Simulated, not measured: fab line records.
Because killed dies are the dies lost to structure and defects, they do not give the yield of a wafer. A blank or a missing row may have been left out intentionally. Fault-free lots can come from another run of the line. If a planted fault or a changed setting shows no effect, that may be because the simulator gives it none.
fab line records	flow gf180mcu
record: lots: 24	wafers: 72	last_day: 34
route steps=602 shown V2@384 V3@455 M4@461 MIM@523 PASSIVATION@590
lots with no fault: from the same line, run without faults
start_h: hours from the record's first day to the start of the lot's first wafer shown	wait_h: hours from the lot's prior step to this one	" identical to the entry in the row above	L1.1+2: one row covering several wafers at once	- either no value or no given start	* or withheld: withheld	< > ~ a bound
route shown NAME@n: names a module that has steps shown in the file, with the first one's number in the route	usual: mean and standard deviation over wafers with no fault	same: alike in all rows	chamber/n: place in a boat	sites: each site's reading	_std_site: the standard deviation of these	_edge_site: inner sites' mean taken away from outer sites' mean	radius_mm: for every site, how far away it sits from the centre of the wafer	mask NAME#n: copy n	behind: the most recent tool/chamber to have shaped the wafer	hold: why the lot was held/for how many hours/how that ended	device: the transistor (n, p or np) that didn't switch	end of line: tests of these same wafers at the route's end	a step with no rows: only its recipe	killed: dies that structure and defects cost at the first sort, which is not the same as the wafer's yield	map: a wafer's dies, marking killed ones x, the rest . and places with no die _
set.NAME: the setting the step ran with; set.NAME@STEP: the setting that earlier step ran with	model.NAME: the simulator's own value behind a step, which no gauge read
a sample of lots followed through the steps of the route, with each step as a table and each wafer as a row
services: a tool's chamber out of use, with start hour (start_h, from the record's first day; less than 0 if before it), hours out, and reason
== steps ==
step: GF_V2_CVD_02
recipe: material: SiO2	target_thk_nm: 850	precursor: TEOS	temp_c: 400	time_s: 94.851	rf_w: 600
usual: heater_power_outer_w: 399/70	heater_power_w: 662/89
lot.wafer	tool	chamber	start_h	wait_h	heater_power_outer_w	heater_power_w
L074.2	pecvd-02	2	438.21	0.0	347	559
L074.3	"	0	"	"	319	558
L074.5	"	0	"	"	358	595
L075.2	pecvd-01	2	448.93	0.0	330	535
L075.3	"	0	"	"	399	708
L075.6	"	2	"	"	359	598
L076.1	pecvd-02	1	458.30	0.1	294	547
L076.3	"	2	"	"	385	595
L076.5	"	2	"	"	416	651
L078.1	pecvd-01	2	474.17	0.1	395	631
L078.3	"	1	"	"	338	618
L078.6	"	2	"	"	297	508
L077.1	pecvd-04	1	476.67	0.1	419	680
L077.2	"	0	"	"	394	644
L077.6	"	1	"	"	468	745
L079.3	pecvd-04	0	478.27	0.0	523	802
L079.4	"	2	"	"	491	808
L079.6	"	1	"	"	484	734
L080.1	pecvd-01	1	493.19	0.1	382	659
L080.2	"	2	"	"	401	655
L080.6	"	2	"	"	343	572
L081.1	pecvd-02	2	499.93	0.1	401	656
L081.3	"	1	"	"	376	635
L081.4	"	1	"	"	275	520
L082.2	pecvd-02	1	513.46	0.0	321	592
L082.4	"	1	"	"	345	611
L082.6	"	2	"	"	342	554
L083.3	pecvd-02	2	520.17	0.0	457	700
L083.5	"	0	"	"	358	590
L083.6	"	1	"	"	329	587
L084.1	pecvd-04	1	526.82	0.1	403	647
L084.2	"	0	"	"	499	770
L084.6	"	1	"	"	466	709
L085.3	pecvd-02	0	541.10	0.0	368	627
L085.5	"	1	"	"	348	616
L085.6	"	2	"	"	429	647
L086.2	pecvd-01	1	547.71	0.0	362	629
L086.5	"	0	"	"	453	742
L086.6	"	2	"	"	301	520
L087.1	pecvd-04	2	563.48	0.1	456	764
L087.4	"	1	"	"	482	750
L087.6	"	2	"	"	362	632
L088.2	pecvd-01	1	564.58	0.0	278	530
L088.4	"	0	"	"	441	767
L088.5	"	2	"	"	296	525
L089.1	pecvd-02	0	570.89	0.1	320	554
L089.2	"	2	"	"	438	696
L089.4	"	2	"	"	461	698
L090.3	pecvd-01	2	576.11	0.0	394	639
L090.4	"	1	"	"	283	528
L090.6	"	2	"	"	300	504
L091.1	pecvd-01	1	582.92	0.1	319	595
L091.2	"	2	"	"	389	644
L091.3	"	0	"	"	409	721
L092.2	pecvd-01	1	590.73	0.0	368	640
L092.4	"	2	"	"	357	586
L092.6	"	1	"	"	285	529
L093.2	pecvd-04	1	595.70	0.0	496	790
L093.5	"	2	"	"	468	743
L093.6	"	1	"	"	516	808
L094.1	pecvd-04	2	605.46	0.1	415	711
L094.5	"	2	"	"	456	742
L094.6	"	0	"	"	502	789
L095.1	pecvd-04	1	614.68	0.1	421	680
L095.2	"	2	"	"	448	750
L095.4	"	1	"	"	465	729
L096.1	pecvd-04	2	622.57	0.1	505	801
L096.3	"	1	"	"	455	739
L096.6	"	1	"	"	483	780
L097.2	pecvd-04	1	631.35	0.0	514	774
L097.3	"	0	"	"	467	738
L097.4	"	2	"	"	477	758
step: GF_V2_ETCH_16
recipe: chemistry: N2/H2	target_depth_a: withheld	overetch_a: withheld	time_s: withheld	target: BARC	ion_energy_ev: 200	source_w: 500	bias_w: 100	pressure_mtorr: 30	n2_flow_sccm: 100	h2_flow_sccm: 200
usual: drypump_motor_current_A: 5.61/0.27	oes_product_au: 0.855/0.0049	throttle_valve_pct: 13.225/0.0088
lot.wafer	tool	chamber	start_h	wait_h	drypump_motor_current_A	oes_product_au	throttle_valve_pct
L074.2	rie_diel-04	3	463.02	0.0	5.58	0.856	13.217
L074.3	"	1	"	"	5.60	0.859	13.227
L074.5	"	3	"	"	5.61	0.858	13.227
L075.2	rie_diel-01	3	474.36	0.0	5.33	0.858	13.230
L075.3	"	2	"	"	5.55	0.852	13.205
L075.6	"	2	"	"	5.58	0.852	13.217
L076.1	rie_diel-03	1	483.11	0.0	5.49	0.851	13.215
L076.3	"	0	"	"	5.93	0.860	13.221
L076.5	"	2	"	"	5.72	0.858	13.235
L078.1	rie_diel-04	1	498.50	0.0	5.62	0.851	13.235
L078.3	"	3	"	"	5.60	0.855	13.209
L078.6	"	3	"	"	5.57	0.855	13.231
L077.1	rie_diel-01	0	500.87	0.0	5.71	0.862	13.233
L077.2	"	2	"	"	5.54	0.858	13.215
L077.6	"	3	"	"	5.31	0.850	13.222
L079.3	rie_diel-04	1	501.90	0.0	5.58	0.858	13.225
L079.4	"	0	"	"	6.23	0.853	13.239
L079.6	"	1	"	"	5.62	0.856	13.226
L080.1	rie_diel-01	1	517.42	0.0	5.33	0.857	13.231
L080.2	"	2	"	"	5.55	0.847	13.206
L080.6	"	1	"	"	5.34	0.848	13.229
L081.1	rie_diel-04	3	523.96	0.0	5.60	0.852	13.226
L081.3	"	1	"	"	5.65	0.851	13.210
L081.4	"	0	"	"	6.23	0.855	13.219
L082.2	rie_diel-03	2	536.67	0.0	5.72	0.847	13.235
L082.4	"	1	"	"	5.46	0.859	13.228
L082.6	"	1	"	"	5.45	0.858	13.246
L083.3	rie_diel-01	1	543.70	0.0	5.33	0.864	13.221
L083.5	"	1	"	"	5.35	0.849	13.223
L083.6	"	0	"	"	5.73	0.862	13.227
L084.1	rie_diel-01	0	549.90	0.0	5.73	0.874	13.227
L084.2	"	3	"	"	5.32	0.867	13.214
L084.6	"	3	"	"	5.34	0.858	13.236
L085.3	rie_diel-03	2	563.88	0.0	5.72	0.857	13.220
L085.5	"	2	"	"	5.74	0.856	13.217
L085.6	"	1	"	"	5.47	0.857	13.216
L086.2	rie_diel-01	2	570.85	0.0	5.53	0.848	13.214
L086.5	"	2	"	"	5.57	0.856	13.241
L086.6	"	1	"	"	5.32	0.852	13.232
L087.1	rie_diel-04	1	585.31	0.0	5.62	0.857	13.217
L087.4	"	3	"	"	5.60	0.860	13.220
L087.6	"	2	"	"	5.20	0.854	13.215
L088.2	rie_diel-04	1	587.40	0.0	5.60	0.856	13.220
L088.4	"	3	"	"	5.60	0.859	13.221
L088.5	"	1	"	"	5.60	0.864	13.219
L089.1	rie_diel-04	3	592.51	0.0	5.60	0.859	13.227
L089.2	"	2	"	"	5.20	0.848	13.235
L089.4	"	3	"	"	5.62	0.859	13.226
L090.3	rie_diel-04	3	598.26	0.0	5.60	0.852	13.227
L090.4	"	2	"	"	5.22	0.852	13.227
L090.6	"	3	"	"	5.60	0.860	13.231
L091.1	rie_diel-03	1	605.00	0.0	5.47	0.852	13.224
L091.2	"	0	"	"	5.90	0.850	13.229
L091.3	"	3	"	"	5.91	0.856	13.211
L092.2	rie_diel-03	1	611.85	0.0	5.50	0.857	13.227
L092.4	"	2	"	"	5.74	0.861	13.229
L092.6	"	3	"	"	5.87	0.861	13.212
L093.2	rie_diel-01	0	617.53	0.0	5.72	0.855	13.223
L093.5	"	0	"	"	5.73	0.855	13.221
L093.6	"	3	"	"	5.32	0.850	13.230
L094.1	rie_diel-01	2	626.25	0.0	5.55	0.856	13.226
L094.5	"	2	"	"	5.51	0.854	13.227
L094.6	"	3	"	"	5.37	0.852	13.230
L095.1	rie_diel-03	1	635.96	0.0	5.47	0.855	13.233
L095.2	"	0	"	"	5.88	0.855	13.240
L095.4	"	3	"	"	5.86	0.858	13.223
L096.1	rie_diel-01	1	643.13	0.0	5.36	0.852	13.222
L096.3	"	3	"	"	5.33	0.864	13.228
L096.6	"	0	"	"	5.71	0.853	13.204
L097.2	rie_diel-04	1	652.18	0.0	5.61	0.855	13.232
L097.3	"	0	"	"	6.23	0.855	13.230
L097.4	"	1	"	"	5.57	0.850	13.220
step: GF_V3_CMP_26
recipe: stop_on: SiO2	down_force_psi: 3.5	platen_rpm: 60	t_overpolish_s: 15	target_thk_nm: 0	pad_velocity_m_s: 0.94248
usual: motor_current_A: 11.2/1.1	overpolish_run_s: 15.000/0.0081	time_to_endpoint_s: 84/3.2
lot.wafer	tool	chamber	start_h	wait_h	motor_current_A	overpolish_run_s	time_to_endpoint_s
L074.3	cmp-02	2	514.47	0.0	12.1	15.011	87
L074.2	"	3	"	"	11.4	14.998	88
L074.5	"	2	"	"	12.1	15.000	88
L075.2	cmp-01	0	525.67	0.6	12.3	15.014	87
L075.3	"	1	"	"	12.2	14.995	89
L075.6	"	3	"	"	10.5	14.991	84
L076.3	cmp-01	2	534.00	0.0	10.3	15.005	86
L076.1	"	0	"	"	11.7	15.008	83
L076.5	"	2	"	"	11.0	14.986	83
L078.3	cmp-02	0	549.08	0.1	10.1	14.989	78
L078.1	"	1	"	"	9.1	15.011	83
L078.6	"	3	"	"	11.9	15.000	79
L077.2	cmp-01	2	550.73	0.1	10.8	14.999	86
L077.1	"	3	"	"	10.0	15.012	79
L077.6	"	1	"	"	11.5	15.006	86
L079.3	cmp-01	3	551.73	0.0	10.9	14.997	82
L079.4	"	1	"	"	12.0	14.991	88
L079.6	"	0	"	"	11.9	15.011	83
L080.2	cmp-02	3	567.21	0.0	11.4	14.986	79
L080.1	"	0	"	"	10.1	14.983	79
L080.6	"	0	"	"	10.1	15.002	78
L081.3	cmp-02	0	572.95	0.1	10.5	14.995	85
L081.4	"	1	"	"	9.6	15.006	86
L081.1	"	3	"	"	12.3	15.012	86
L082.2	cmp-01	1	584.95	0.0	11.5	14.995	89
L082.4	"	2	"	"	10.5	14.992	89
L082.6	"	1	"	"	12.5	15.011	85
L083.3	cmp-02	0	592.12	0.0	10.0	15.011	79
L083.6	"	0	"	"	10.3	14.996	75
L083.5	"	1	"	"	9.6	15.000	83
L084.2	cmp-02	3	597.54	0.1	12.1	14.999	84
L084.1	"	0	"	"	10.6	15.007	84
L084.6	"	2	"	"	12.7	15.005	88
L085.3	cmp-02	3	610.84	0.1	11.8	15.017	82
L085.6	"	2	"	"	13.0	15.003	84
L085.5	"	3	"	"	12.0	14.995	85
L086.2	cmp-02	0	616.72	0.0	10.5	14.998	81
L086.5	"	0	"	"	10.6	15.014	84
L086.6	"	1	"	"	9.6	15.001	83
L087.4	cmp-02	2	631.06	0.0	13.0	15.002	84
L087.1	"	1	"	"	9.3	15.012	87
L087.6	"	2	"	"	12.3	15.012	84
L088.2	cmp-02	3	634.41	0.1	11.5	14.998	83
L088.4	"	0	"	"	10.4	14.998	82
L088.5	"	2	"	"	12.3	14.989	85
L089.2	cmp-02	2	637.59	0.0	12.7	15.001	88
L089.4	"	0	"	"	10.2	15.003	87
L089.1	"	1	"	"	9.1	14.994	86
L090.3	cmp-01	1	644.58	0.1	12.4	15.001	87
L090.4	"	3	"	"	10.1	14.983	82
L090.6	"	0	"	"	12.2	15.009	82
L091.2	cmp-01	2	649.66	0.0	10.9	14.999	86
L091.3	"	0	"	"	11.8	15.001	88
L091.1	"	1	"	"	11.7	14.989	90
L092.2	cmp-01	1	656.60	0.1	11.8	14.987	86
L092.4	"	2	"	"	10.6	15.005	84
L092.6	"	0	"	"	12.9	15.013	80
L093.2	cmp-01	3	661.91	0.1	10.3	15.006	82
L093.6	"	2	"	"	10.0	15.001	88
L093.5	"	3	"	"	11.1	15.004	81
L094.1	cmp-02	2	670.29	0.1	12.1	14.998	87
L094.5	"	2	"	"	12.7	15.007	85
L094.6	"	3	"	"	12.1	14.993	86
L095.2	cmp-02	0	679.36	0.1	10.1	15.001	84
L095.4	"	1	"	"	8.8	14.989	90
L095.1	"	2	"	"	12.6	14.997	88
L096.1	cmp-02	2	685.77	0.1	12.3	15.011	85
L096.3	"	1	"	"	9.5	14.999	87
L096.6	"	3	"	"	12.2	15.013	87
L097.2	cmp-01	3	693.34	0.0	11.0	15.012	83
L097.4	"	1	"	"	11.8	14.992	82
L097.3	"	2	"	"	10.1	14.983	87
step: GF_M4_RS_MEAS_05
recipe: thk_meas_gauge: four-point-probe	reads: TiN_of_M4_SPUTTER_04+Ti_of_M4_SPUTTER_03+AlCu_of_M4_SPUTTER_02+TiN_of_M4_SPUTTER_01+Ti_of_M4_SPUTTER_00
usual: M4_ALCU_RS: 0.0694/0.00082
lot.wafer	tool	chamber	start_h	wait_h	M4_ALCU_RS[ohm/sq]
L074.2	film_metro-02	-	515.01	0.0	0.0696
L074.3	"	-	"	"	0.0698
L074.5	"	-	"	"	0.0706
L075.2	film_metro-02	-	526.16	0.0	0.0694
L075.3	"	-	"	"	0.0701
L075.6	"	-	"	"	0.0691
L076.1	film_metro-04	-	534.52	0.0	0.0684
L076.3	"	-	"	"	0.0686
L076.5	"	-	"	"	0.0679
L078.1	film_metro-04	-	549.56	0.0	0.0687
L078.3	"	-	"	"	0.0677
L078.6	"	-	"	"	0.0691
L077.1	film_metro-01	-	551.16	0.0	0.0701
L077.2	"	-	"	"	0.0694
L077.6	"	-	"	"	0.0706
L079.3	film_metro-04	-	552.30	0.1	0.0715
L079.4	"	-	"	"	0.0699
L079.6	"	-	"	"	0.0702
L080.1	film_metro-01	-	567.73	0.0	0.0690
L080.2	"	-	"	"	0.0700
L080.6	"	-	"	"	0.0690
L081.1	film_metro-02	-	573.49	0.0	0.0696
L081.3	"	-	"	"	0.0689
L081.4	"	-	"	"	0.0701
L082.2	film_metro-01	-	585.49	0.0	0.0694
L082.4	"	-	"	"	0.0695
L082.6	"	-	"	"	0.0699
L083.3	film_metro-04	-	592.68	0.1	0.0693
L083.5	"	-	"	"	0.0687
L083.6	"	-	"	"	0.0694
L084.1	film_metro-01	-	597.96	0.0	0.0691
L084.2	"	-	"	"	0.0694
L084.6	"	-	"	"	0.0688
L085.3	film_metro-01	-	611.35	0.1	0.0685
L085.5	"	-	"	"	0.0688
L085.6	"	-	"	"	0.0686
L086.2	film_metro-02	-	617.26	0.0	0.0693
L086.5	"	-	"	"	0.0699
L086.6	"	-	"	"	0.0700
L087.1	film_metro-01	-	631.58	0.0	0.0685
L087.4	"	-	"	"	0.0686
L087.6	"	-	"	"	0.0676
L088.2	film_metro-02	-	634.90	0.0	0.0699
L088.4	"	-	"	"	0.0695
L088.5	"	-	"	"	0.0692
L089.1	film_metro-02	-	638.11	0.0	0.0705
L089.2	"	-	"	"	0.0707
L089.4	"	-	"	"	0.0701
L090.3	film_metro-02	-	645.09	0.1	0.0693
L090.4	"	-	"	"	0.0697
L090.6	"	-	"	"	0.0697
L091.1	film_metro-04	-	650.18	0.0	0.0694
L091.2	"	-	"	"	0.0698
L091.3	"	-	"	"	0.0700
L092.2	film_metro-01	-	657.04	0.0	0.0682
L092.4	"	-	"	"	0.0688
L092.6	"	-	"	"	0.0689
L093.2	film_metro-04	-	662.40	0.0	0.0698
L093.5	"	-	"	"	0.0689
L093.6	"	-	"	"	0.0700
L094.1	film_metro-01	-	670.81	0.0	0.0706
L094.5	"	-	"	"	0.0701
L094.6	"	-	"	"	0.0705
L095.1	film_metro-02	-	679.83	0.0	0.0692
L095.2	"	-	"	"	0.0673
L095.4	"	-	"	"	0.0685
L096.1	film_metro-01	-	686.30	0.0	0.0685
L096.3	"	-	"	"	0.0690
L096.6	"	-	"	"	0.0687
L097.2	film_metro-01	-	693.88	0.0	0.0701
L097.3	"	-	"	"	0.0700
L097.4	"	-	"	"	0.0709
step: GF_MIM_STRIP_20
recipe: chemistry: O2/N2	power_w: 1400	pressure_mtorr: 1500	platen_temp_c: 250	o2_flow_sccm: 3000	n2_flow_sccm: 300	overash_fraction: 0.5
usual: drypump_motor_current_A: 5.4/0.37	heater_power_w: 340/19	o2_flow_sccm: 2999/8.7	oes_product_au: 0.692/0.0049	platen_temp_c: 249.99/0.17	strip_time_to_endpoint_s: 11.23/0.044
same: overash_fraction: 0.5
lot.wafer	tool	chamber	start_h	wait_h	drypump_motor_current_A	heater_power_w	o2_flow_sccm	oes_product_au	platen_temp_c	rf_hours_counter_h	strip_time_to_endpoint_s
L074.2	plasma_asher-01	0	584.04	0.0	5.2	332	3005	0.692	249.87	17	11.25
L074.3	"	1	"	"	5.1	361	3005	0.690	250.27	-	11.26
L074.5	"	0	"	"	5.2	333	3002	0.693	249.86	-	11.25
L075.2	plasma_asher-01	1	595.59	0.0	5.1	370	3007	0.681	249.89	18	11.18
L075.3	"	1	"	"	5.1	364	3003	0.695	250.13	-	11.22
L075.6	"	0	"	"	5.2	338	2999	0.686	250.22	-	11.21
L076.1	plasma_asher-03	1	602.44	0.0	5.5	346	2987	0.691	250.03	78	11.17
L076.3	"	1	"	"	5.5	346	3000	0.692	249.91	-	11.23
L076.5	"	0	"	"	6.1	322	2992	0.695	250.06	-	11.26
L078.1	plasma_asher-01	0	615.93	0.0	5.2	337	3003	0.693	249.96	20	11.26
L078.3	"	0	"	"	5.2	334	3000	0.692	250.19	-	11.24
L078.6	"	1	"	"	5.1	374	3001	0.693	250.26	-	11.24
L077.1	plasma_asher-03	0	618.35	0.1	6.1	322	2987	0.687	249.74	80	11.25
L077.2	"	1	"	"	5.5	343	3004	0.692	249.69	80	11.25
L077.6	"	1	"	"	5.4	346	3007	0.692	250.14	-	11.23
L079.3	plasma_asher-01	0	618.88	0.1	5.2	333	3000	0.689	250.21	-	11.16
L079.4	"	1	"	"	5.1	370	2989	0.689	249.80	-	11.18
L079.6	"	1	"	"	5.1	372	3008	0.698	250.05	-	11.18
L080.1	plasma_asher-01	1	633.62	0.1	5.1	368	3012	0.696	249.78	22	11.28
L080.2	"	0	"	"	5.2	336	3003	0.691	249.97	22	11.28
L080.6	"	1	"	"	5.1	365	3005	0.696	249.89	-	11.24
L081.1	plasma_asher-01	1	639.58	0.0	5.1	370	2992	0.693	249.89	23	11.28
L081.3	"	0	"	"	5.2	341	2992	0.698	250.17	-	11.33
L081.4	"	1	"	"	5.1	363	3003	0.699	250.19	-	11.26
L082.2	plasma_asher-02	0	650.54	0.0	5.4	318	2997	0.692	249.97	59	11.28
L082.4	"	1	"	"	6.0	313	3005	0.695	249.86	-	11.29
L082.6	"	0	"	"	5.4	323	3001	0.685	250.17	-	11.22
L083.3	plasma_asher-03	0	657.33	0.1	6.1	320	3011	0.694	249.91	-	11.27
L083.5	"	1	"	"	5.5	340	2993	0.694	249.58	-	11.28
L083.6	"	0	"	"	6.1	316	3003	0.692	250.30	-	11.32
L084.1	plasma_asher-01	1	662.55	0.0	5.1	373	3006	0.694	250.14	26	11.26
L084.2	"	0	"	"	5.2	340	3003	0.694	250.08	26	11.31
L084.6	"	0	"	"	5.2	330	3001	0.693	250.05	-	11.31
L085.3	plasma_asher-01	1	674.38	0.1	5.1	375	2986	0.695	250.31	-	11.22
L085.5	"	1	"	"	5.1	373	2994	0.689	250.18	-	11.22
L085.6	"	0	"	"	5.2	330	3019	0.691	250.03	-	11.22
L086.2	plasma_asher-01	0	679.80	0.0	5.2	326	2992	0.692	250.10	27	11.25
L086.5	"	1	"	"	5.1	369	3005	0.695	249.83	-	11.24
L086.6	"	0	"	"	5.2	330	2989	0.693	250.10	-	11.20
L087.1	plasma_asher-03	1	693.34	0.0	5.5	349	3000	0.685	249.92	88	11.20
L087.4	"	0	"	"	6.1	323	3000	0.694	249.69	-	11.19
L087.6	"	0	"	"	6.1	328	2981	0.696	249.89	-	11.24
L088.2	plasma_asher-03	1	696.38	0.0	5.5	348	2979	0.696	249.90	88	11.29
L088.4	"	1	"	"	5.5	346	3003	0.709	249.66	-	11.29
L088.5	"	1	"	"	5.5	346	2993	0.700	249.78	-	11.29
L089.1	plasma_asher-02	1	699.70	0.0	6.0	307	3007	0.690	250.26	63	11.23
L089.2	"	0	"	"	5.4	314	2979	0.695	249.97	63	11.25
L089.4	"	0	"	"	5.4	322	2983	0.696	249.96	-	11.23
L090.3	plasma_asher-02	0	705.43	0.1	5.4	322	2995	0.696	249.86	-	11.16
L090.4	"	1	"	"	6.0	313	3003	0.689	250.06	-	11.21
L090.6	"	0	"	"	5.4	316	2986	0.685	249.87	-	11.20
L091.1	plasma_asher-02	1	710.80	0.1	6.0	316	2998	0.692	249.71	64	11.19
L091.2	"	0	"	"	5.4	317	2984	0.697	250.22	64	11.23
L091.3	"	1	"	"	6.0	320	2994	0.688	249.83	-	11.16
L092.2	plasma_asher-01	0	716.24	0.0	5.2	331	3009	0.696	249.92	32	11.26
L092.4	"	0	"	"	5.2	327	2997	0.690	250.16	-	11.22
L092.6	"	0	"	"	5.2	335	3002	0.696	250.56	-	11.25
L093.2	plasma_asher-01	0	722.50	0.0	5.2	344	2998	0.695	250.01	32	11.21
L093.5	"	1	"	"	5.1	369	2994	0.692	250.09	-	11.17
L093.6	"	0	"	"	5.2	329	3000	0.690	249.83	-	11.17
L094.1	plasma_asher-01	0	728.80	0.0	5.2	329	2989	0.686	249.97	33	11.24
L094.5	"	0	"	"	5.2	332	2989	0.696	250.20	-	11.22
L094.6	"	1	"	"	5.1	371	2994	0.700	249.92	-	11.26
L095.1	plasma_asher-03	0	737.60	0.0	6.1	323	3008	0.686	250.14	92	11.15
L095.2	"	1	"	"	5.5	338	2996	0.701	250.32	92	11.16
L095.4	"	0	"	"	6.1	314	3022	0.688	250.15	-	11.17
L096.1	plasma_asher-01	1	743.50	0.1	5.1	367	2999	0.688	250.18	35	11.27
L096.3	"	0	"	"	5.2	325	2997	0.696	250.15	-	11.23
L096.6	"	0	"	"	5.2	334	3001	0.701	250.19	-	11.21
L097.2	plasma_asher-03	1	751.75	0.1	5.5	347	3000	0.690	249.88	94	11.18
L097.3	"	1	"	"	5.5	342	2995	0.683	249.92	-	11.18
L097.4	"	0	"	"	6.1	327	2987	0.684	250.30	-	11.20
step: GF_PASSIVATION_THK_MEAS_03
recipe: reads: Si3N4_of_PASSIVATION_CVD_02
usual: PASSIVATION_CVD_02_THK: 699/9
lot.wafer	tool	chamber	start_h	wait_h	PASSIVATION_CVD_02_THK[nm]
L074.2	film_metro-02	-	649.76	0.2	681
L074.3	"	-	"	"	701
L074.5	"	-	"	"	701
L075.2	film_metro-03	-	661.30	0.2	704
L075.3	"	-	"	"	696
L075.6	"	-	"	"	700
L076.1	film_metro-02	-	666.96	0.1	684
L076.3	"	-	"	"	695
L076.5	"	-	"	"	696
L078.1	film_metro-04	-	680.10	0.1	705
L078.3	"	-	"	"	695
L078.6	"	-	"	"	715
L077.1	film_metro-02	-	683.62	0.1	701
L077.2	"	-	"	"	691
L077.6	"	-	"	"	707
L079.3	film_metro-04	-	683.91	0.2	698
L079.4	"	-	"	"	699
L079.6	"	-	"	"	695
L080.1	film_metro-03	-	696.76	0.1	686
L080.2	"	-	"	"	693
L080.6	"	-	"	"	698
L081.1	film_metro-02	-	702.07	0.1	699
L081.3	"	-	"	"	710
L081.4	"	-	"	"	708
L082.2	film_metro-03	-	713.24	0.2	682
L082.4	"	-	"	"	694
L082.6	"	-	"	"	718
L083.3	film_metro-02	-	719.00	0.2	692
L083.5	"	-	"	"	701
L083.6	"	-	"	"	697
L084.1	film_metro-02	-	723.51	0.1	700
L084.2	"	-	"	"	691
L084.6	"	-	"	"	707
L085.3	film_metro-03	-	733.58	0.2	696
L085.5	"	-	"	"	701
L085.6	"	-	"	"	708
L086.2	film_metro-04	-	739.52	0.2	702
L086.5	"	-	"	"	717
L086.6	"	-	"	"	714
L087.1	film_metro-02	-	751.80	0.1	685
L087.4	"	-	"	"	688
L087.6	"	-	"	"	699
L088.2	film_metro-03	-	754.01	0.2	691
L088.4	"	-	"	"	708
L088.5	"	-	"	"	699
L089.1	film_metro-02	-	756.87	0.1	684
L089.2	"	-	"	"	691
L089.4	"	-	"	"	696
L090.3	film_metro-03	-	760.82	0.2	691
L090.4	"	-	"	"	698
L090.6	"	-	"	"	704
L091.1	film_metro-02	-	766.93	0.3	687
L091.2	"	-	"	"	697
L091.3	"	-	"	"	704
L092.2	film_metro-04	-	777.39	0.2	687
L092.4	"	-	"	"	690
L092.6	"	-	"	"	703
L093.2	film_metro-03	-	778.25	0.2	684
L093.5	"	-	"	"	703
L093.6	"	-	"	"	698
L094.1	film_metro-04	-	781.89	0.1	694
L094.5	"	-	"	"	688
L094.6	"	-	"	"	696
L095.1	film_metro-03	-	792.00	0.2	691
L095.2	"	-	"	"	691
L095.4	"	-	"	"	701
L096.1	film_metro-02	-	797.06	0.1	683
L096.3	"	-	"	"	698
L096.6	"	-	"	"	708
L097.2	film_metro-02	-	803.92	0.2	698
L097.3	"	-	"	"	703
L097.4	"	-	"	"	703
== services ==
tool	chamber	start_h	hours	kind
rie_diel-04	-	420.75	0.1	repair
plasma_asher-01	-	421.25	9.0	pm
cmp-01	-	447.14	1.3	repair
rie_diel-01	-	452.65	0.4	repair
rie_diel-01	2	461.45	5.3	repair
cmp-01	-	520.70	0.4	repair
cmp-02	-	525.08	3.2	repair
pecvd-04	0	544.33	23.0	repair
rie_diel-04	0	551.32	2.2	repair
rie_diel-01	0	554.24	3.2	repair
rie_diel-01	1	554.57	4.8	repair
rie_diel-01	-	566.42	0.5	repair
cmp-01	-	572.21	4.0	pm
pecvd-04	-	590.48	0.4	repair
cmp-02	-	591.07	0.6	repair
cmp-01	-	608.49	7.0	pm
rie_diel-04	-	618.66	2.8	pm
pecvd-04	-	638.72	0.9	repair
plasma_asher-01	-	670.94	2.8	pm
cmp-02	-	686.07	4.8	pm
rie_diel-01	-	697.30	0.1	repair
cmp-01	-	700.91	1.2	repair
cmp-01	-	718.70	4.0	repair
cmp-02	-	744.21	4.0	pm
== key ==
fault none
